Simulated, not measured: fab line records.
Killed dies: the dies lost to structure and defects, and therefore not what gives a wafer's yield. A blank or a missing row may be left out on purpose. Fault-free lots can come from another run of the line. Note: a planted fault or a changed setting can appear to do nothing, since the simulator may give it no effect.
Matching of chambers | flow sfq line | 4 sister chambers for SFQ_TRILAYER_I1_CMP_CMP_046 on cmp-01
The step polishes SiO2. 14 wafers are shown with their chamber, then 7 later ones without.

WAFERS WITH THEIR CHAMBER
wafer  | chamber | motor current A (A) | time to endpoint s (s) | retaining ring pressure frac
L524.3 | 3       | 12.0                | 203                    | 0.997
L524.5 | 0       | 11.2                | 225                    | 1.007
L524.6 | 3       | 12.2                | 205                    | 1.001
L526.4 | 0       | 11.8                | 228                    | 1.000
L526.5 | 3       | 11.5                | 206                    | 1.010
L526.6 | 0       | 11.7                | 222                    | 0.998
L528.4 | 0       | 12.2                | 234                    | 1.006
L528.3 | 2       | 8.5                 | 216                    | 1.008
L528.6 | 1       | 10.1                | 230                    | 0.995
L529.4 | 2       | 9.5                 | 214                    | 1.010
L529.2 | 0       | 11.9                | 219                    | 0.997
L529.6 | 3       | 12.7                | 222                    | 1.002
L541.1 | 0       | 12.4                | 229                    | 1.006
L541.2 | 2       | 9.3                 | 221                    | 0.994

SIGNATURES (averages over the wafers above)
reading                      | chamber 0 | chamber 1 | chamber 2 | chamber 3 | scatter within a chamber
motor current A              | 11.867    | 10.100    | 9.100     | 12.100    | 0.466
time to endpoint s           | 226.17    | 230.00    | 217.00    | 209.00    | 6.32
retaining ring pressure frac | 1.00233   | 0.99500   | 1.00400   | 1.00250   | 0.00585
Rule: for a wafer and a chamber, the distance is found by dividing, reading by reading, the gap between the wafer's reading and the chamber's mean by the reading's scatter, squaring, summing and taking the root. The wafer belongs to the nearest chamber; if the next one is less than 2 further off, it can't be placed. The scatter: the root of (the sum of the squares of (reading less its chamber's mean) over the shown wafers, divided by (wafers less chambers)).

WAFERS MISSING THEIR CHAMBER
wafer  | motor current A (A) | time to endpoint s (s) | retaining ring pressure frac
L541.4 | 9.5                 | 231                    | 0.992
L543.2 | 11.8                | 221                    | 1.006
L543.4 | 8.9                 | 212                    | 1.000
L543.6 | 12.6                | 203                    | 1.009
L545.1 | 9.6                 | 214                    | 1.000
L545.5 | 9.9                 | 224                    | 0.998
L545.6 | 12.8                | 229                    | 1.002

WHICH CHAMBER EACH WENT THROUGH
wafer  | from the rows above     | in truth
L541.4 | can't be placed: 1 or 2 | 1
L543.2 | can't be placed: 0 or 3 | 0
L543.4 | 2                       | 2
L543.6 | 3                       | 3
L545.1 | can't be placed: 2 or 1 | 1
L545.5 | can't be placed: 1 or 2 | 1
L545.6 | can't be placed: 0 or 3 | 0
2 of 7 placed correctly. Cannot be placed on the basis of these rows: 5; the candidates contain the true chamber in 5. 0 placed wrongly.
